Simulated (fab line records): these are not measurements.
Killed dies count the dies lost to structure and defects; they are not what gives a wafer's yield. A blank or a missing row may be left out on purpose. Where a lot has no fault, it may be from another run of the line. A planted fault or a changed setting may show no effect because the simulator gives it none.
Chamber matching :: flow sky130 :: SKY_LI_CONTACT_ETCH_15 on rieDiel-01: 4 sister chambers
The step etches PSG in C4F8/O2/Ar, stops on Si, target depth 600 nm. 4 wafers are shown with their chamber, then 8 later ones without.

== WAFERS PAIRED WITH THEIR CHAMBERS ==
wafer: L079.1
chamber: 2
oesProductAu (a.u.): 0.830

wafer: L079.2
chamber: 0
oesProductAu (a.u.): 0.840

wafer: L079.3
chamber: 1
oesProductAu (a.u.): 0.832

wafer: L079.4
chamber: 3
oesProductAu (a.u.): 0.839

== WAFERS MISSING THEIR CHAMBER ==
wafer: L079.5
oesProductAu (a.u.): 0.835

wafer: L079.6
oesProductAu (a.u.): 0.840

wafer: L081.1
oesProductAu (a.u.): 0.833

wafer: L081.2
oesProductAu (a.u.): 0.847

wafer: L081.3
oesProductAu (a.u.): 0.840

wafer: L081.4
oesProductAu (a.u.): 0.834

wafer: L081.5
oesProductAu (a.u.): 0.835

wafer: L081.6
oesProductAu (a.u.): 0.829

== EACH ONE'S CHAMBER ==
wafer: L079.5
from the rows above: can't be placed: 1 or 3 or 0 or 2
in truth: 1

wafer: L079.6
from the rows above: can't be placed: 0 or 3
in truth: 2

wafer: L081.1
from the rows above: can't be placed: 1 or 2 or 3 or 0
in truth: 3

wafer: L081.2
from the rows above: can't be placed: 0 or 3
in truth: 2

wafer: L081.3
from the rows above: can't be placed: 0 or 3
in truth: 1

wafer: L081.4
from the rows above: can't be placed: 1 or 2 or 3 or 0
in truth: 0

wafer: L081.5
from the rows above: can't be placed: 1 or 3 or 0 or 2
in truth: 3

wafer: L081.6
from the rows above: can't be placed: 2 or 1
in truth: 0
Correctly placed: 0 of 8. From these rows, 8 cannot be placed; in 4 the true chamber is one of the candidates. Wrongly placed: 0.
How it was worked out, from the rows above alone: a wafer's distance from a chamber is the root of the sum, over the readings, of the square of ((its reading less the chamber's mean) divided by the reading's scatter). The wafer belongs to the nearest chamber; if the next one is less than 2 further off, it can't be placed. For every chamber, the mean is computed from those of its wafers that are shown. The scatter (one wafer shown for each chamber): square how far every hidden wafer sits from the nearest shown wafer, average those squares and take the square root.
